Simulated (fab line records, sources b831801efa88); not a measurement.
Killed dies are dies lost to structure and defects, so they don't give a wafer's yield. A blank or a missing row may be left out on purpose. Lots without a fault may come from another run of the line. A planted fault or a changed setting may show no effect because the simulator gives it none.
Which tool did it? | flow gf180mcu | 7 lots, 21 wafers sampled, at 2 steps of a route of 602

WHAT THE GAUGES READ, wafer by wafer
GF_NSD_OVL_MEAS_08.
lot  | measured     | on         | NSD_OVL (nm)
L402 | day 15 01:23 | overlay-02 | 3.0 2.2 0.5
L405 | day 16 04:53 | overlay-02 | 0.2 2.4 1.9
L407 | day 16 23:53 | overlay-02 | 1.7 0.8 -1.6
L413 | day 18 19:11 | overlay-01 | 0.3 -0.2 0.3
L415 | day 19 13:45 | overlay-02 | 296.0 295.8 296.1 295.3 295.4 295.5
L418 | day 20 10:32 | overlay-02 | -0.4 -2.2 0.2
L420 | day 21 06:12 | overlay-01 | 0.0 -0.2 1.5

WHICH TOOL RAN EACH LOT (tool, then ch and the chambers of the sampled wafers, then the start)
lot  | GF_NSD_EXPOSE_04
L402 | iline_stepper-01 ch 0, day 14 14:43
L405 | iline_stepper-01 ch 0, day 15 18:16
L407 | iline_stepper-01 ch 0, day 16 12:38
L413 | iline_stepper-02 ch 0, day 18 06:59
L415 | iline_stepper-02 ch 0, day 19 02:04
L418 | iline_stepper-01 ch 0, day 19 22:19
L420 | iline_stepper-01 ch 0, day 20 18:05
- GF_NSD_EXPOSE_04: exposes mask Nplus, target cd 400 nm.

THE ANSWER, worked out from the rows above alone
Rule: what is usual is taken from the lots themselves. Put in order of their means at a reading, lots are off if they are a third of the lots or fewer, leave a main group of 4 or more, and stand apart from it by a gap of 3 or more times the standard deviation of the main group's means; of several such gaps the widest counts. A main group whose means are all the same, to the digits that the tables above print for the reading, isn't used. A lot without any number at a reading at which 4 lots or more have one is off too. The other lots that the step has rows for count as sound.
Off: L415, at GF_NSD_OVL_MEAS_08 (NSD_OVL). The main group: mean 0.6 nm, standard deviation 0.89.
A tool fits if, at a process step before that reading, it ran every lot that is off, and no sound lot after the first of them. The gauges at GF_NSD_OVL_MEAS_08 are tried like those tools. One fits: iline_stepper-02 at GF_NSD_EXPOSE_04. Its last sound lot is L413 (day 18 06:59), its first lot that is off L415 (day 19 02:04): a fault that began between those two fits.

WHAT THE SIMULATOR HAD PUT IN
Scanner matching overlay: iline_stepper-02, from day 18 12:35 on, at GF_NSD_EXPOSE_04. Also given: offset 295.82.
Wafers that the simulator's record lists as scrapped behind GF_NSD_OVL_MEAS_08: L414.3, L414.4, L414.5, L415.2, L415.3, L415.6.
Lots struck among those shown: L415. The rule above found the same.
